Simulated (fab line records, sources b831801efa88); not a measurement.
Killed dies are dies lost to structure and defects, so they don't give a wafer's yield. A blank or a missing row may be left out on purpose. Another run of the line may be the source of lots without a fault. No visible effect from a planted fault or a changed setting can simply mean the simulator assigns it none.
2 desks, one fault + flow sky130 + only its own numbers are on each desk; what lay behind them is given at the end

DESK OF THE TOOL OWNER: lpcvd-03
The tool's own readings at SKY_SONOS_ONO_CVD_04 (deposits SiO2 from SiH4/N2O, target thk 5.7199 nm): means of the sampled wafers that have a number, for each lot that ran on this tool. Marked OUT: a lot whose mean sits more than 4 standard deviations from the usual mean, which makes it out of limits; the brackets give that distance. 7 of its 8 readings are shown: the first one out of limits and those lying furthest out on some lot.
Columns: A = spike-tc-bottom-C at SKY_SONOS_ONO_CVD_04, usual 917.9 C; B = spike-tc-centre-C at SKY_SONOS_ONO_CVD_04, usual 900.4 C; C = spike-tc-lower-C at SKY_SONOS_ONO_CVD_04, usual 900.2 C; D = spike-tc-top-C at SKY_SONOS_ONO_CVD_04, usual 911.6 C; E = spike-tc-upper-C at SKY_SONOS_ONO_CVD_04, usual 900.8 C; F = susceptor-temp-C at SKY_SONOS_ONO_CVD_04, usual 900.0 C; G = zone-power-lower-pct at SKY_SONOS_ONO_CVD_04, usual 16.77 %
| lot  | first seen here | A               | B               | C               | D                | E               | F               | G                |
|------|-----------------|-----------------|-----------------|-----------------|------------------|-----------------|-----------------|------------------|
| L748 | day 12 15:41    | 916.7           | 901.8           | 901.3           | 912.8            | 899.6           | 899.5           | 16.71            |
| L749 | day 13 02:24    | 916.6           | 900.3           | 899.4           | 912.2            | 899.6           | 900.2           | 16.69            |
| L750 | day 13 04:37    | 916.3           | 900.9           | 899.7           | 913.0            | 900.0           | 899.8           | 16.67            |
| L751 | day 13 07:55    | 916.6           | 900.6           | 900.4           | 913.7            | 899.6           | 900.0           | 16.52            |
| L752 | day 13 10:10    | 915.8           | 901.5           | 900.2           | 912.7            | 900.7           | 899.9           | 16.64            |
| L754 | day 14 02:15    | 919.6           | 899.2           | 900.9           | 909.8            | 902.0           | 900.0           | 16.83            |
| L755 | day 14 15:02    | 919.3           | 899.7           | 900.4           | 909.2            | 901.8           | 900.2           | 17.00            |
| L759 | day 15 11:47    | 937.6 (+11) OUT | 918.3 (+14) OUT | 918.3 (+19) OUT | 927.3 (+7.1) OUT | 921.6 (+14) OUT | 919.0 (+47) OUT | 17.77 (+4.3) OUT |
| L768 | day 18 23:10    | 919.9           | 899.2           | 898.9           | 909.9            | 902.0           | 899.2           | 16.97            |
| L769 | day 18 23:10    | 917.9           | 901.3           | 899.1           | 913.5            | 899.2           | 900.1           | 16.80            |
| L770 | day 19 06:59    | 917.8           | 901.4           | 899.8           | 912.9            | 900.1           | 899.7           | 16.63            |
Finding of this desk: L759 out of limits; the first was L759 at day 15 11:47, on spike-tc-bottom-C at SKY_SONOS_ONO_CVD_04. Within limits: L748, L749, L750, L751, L752, L754, L755, L768, L769, L770.

METROLOGY DESK
Means of the sampled wafers that have a number, per lot and without regard to the tool the lot ran on: this is what the gauges read. Marked OUT: a lot whose mean sits more than 4 standard deviations from the usual mean, which makes it out of limits; the brackets give that distance.
Columns: A = VT_ADJUST_NCORE_OVL at SKY_VT_ADJUST_NCORE_OVL_MEAS_08, usual 0.4 nm; B = SONOS_TUNNEL_OVL at SKY_SONOS_TUNNEL_OVL_MEAS_08, usual 0.1 nm; C = SONOS_ONO_CVD_04_THK at SKY_SONOS_ONO_THK_MEAS_05, usual 5.71 nm
| lot  | first seen here | A    | B    | C              |
|------|-----------------|------|------|----------------|
| L748 | day 9 11:56     | 0.2  | -0.2 | 5.74           |
| L749 | day 9 21:41     | 0.7  | -1.9 | 5.71           |
| L750 | day 10 01:56    | 0.0  | 0.9  | 5.67           |
| L751 | day 10 04:11    | 0.4  | -0.7 | 5.50           |
| L752 | day 10 05:26    | 0.9  | 0.5  | 5.80           |
| L754 | day 10 19:22    | 1.9  | 1.1  | 5.64           |
| L755 | day 11 06:58    | 0.2  | -0.5 | 5.82           |
| L759 | day 12 01:59    | 3.1  | 2.4  | 7.68 (+16) OUT |
| L768 | day 15 00:58    | -0.5 | -0.4 | 5.57           |
| L769 | day 15 02:32    | 0.5  | -0.5 | 5.62           |
| L770 | day 15 11:24    | -1.2 | -0.7 | 5.50           |
Finding of this desk: L759 out of limits, first seen on L759 at day 15 13:39 (SONOS_ONO_CVD_04_THK at SKY_SONOS_ONO_THK_MEAS_05). Within limits: L748, L749, L750, L751, L752, L754, L755, L768, L769, L770.

PUT TOGETHER
An alarm could have come from the tool owner's desk at day 15 11:47, on L759.
An alarm was possible from the metrology desk at day 15 13:39, on L759.
All the named lots went through SKY_SONOS_ONO_CVD_04 on lpcvd-03.

WHAT THE SIMULATOR PUT IN
lpcvd-03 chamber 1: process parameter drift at SKY_SONOS_ONO_CVD_04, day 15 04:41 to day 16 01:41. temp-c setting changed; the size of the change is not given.
Shown lots that were struck: L759.
Time in hours from fault onset to the first out-of-limits reading at each desk: tool owner's desk 7, metrology desk 9.
